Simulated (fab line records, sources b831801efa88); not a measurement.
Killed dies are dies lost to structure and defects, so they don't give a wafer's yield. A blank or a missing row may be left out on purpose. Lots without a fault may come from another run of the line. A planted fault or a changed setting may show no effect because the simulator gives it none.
Chamber matching | flow sky130 | SKY_VIA3_ETCH_15 on rie_diel-01: 4 sister chambers
The step etches SiO2 in C4F8/O2/Ar, stops on TiN, target depth 507 nm, time 78 s. 4 wafers are shown with their chamber, then 8 later ones without.

WAFERS WITH THEIR CHAMBER
wafer  | chamber | oes_product_au (a.u.)
L082.5 | 1       | 0.937
L087.2 | 3       | 0.942
L087.6 | 2       | 0.941
L088.3 | 0       | 0.935

WAFERS WITHOUT THEIR CHAMBER
wafer  | oes_product_au (a.u.)
L088.4 | 0.943
L088.6 | 0.942
L095.1 | 0.946
L095.2 | 0.936
L095.6 | 0.938
L097.3 | 0.942
L097.5 | 0.932
L097.6 | 0.945

WHICH CHAMBER EACH WENT THROUGH
wafer  | from the rows above               | in truth
L088.4 | can't be placed: 3 or 2           | 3
L088.6 | can't be placed: 3 or 2           | 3
L095.1 | can't be placed: 3 or 2           | 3
L095.2 | can't be placed: 0 or 1 or 2      | 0
L095.6 | can't be placed: 1 or 0 or 2 or 3 | 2
L097.3 | can't be placed: 3 or 2           | 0
L097.5 | can't be placed: 0 or 1           | 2
L097.6 | can't be placed: 3 or 2           | 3
Placed correctly: 0 of 8. Can't be placed from these rows: 8 (the true chamber is among the candidates in 6). Placed wrongly: 0.
How it was worked out, from the rows above alone: a wafer's distance from a chamber is the root of the sum, over the readings, of the square of ((its reading less the chamber's mean) divided by the reading's scatter). The wafer belongs to the nearest chamber; if the next one is less than 2 further off, it can't be placed. A chamber's mean is the mean of its shown wafers. The scatter: with one shown wafer a chamber, the root of the mean of the squares of how far each hidden wafer lies from its nearest shown one.
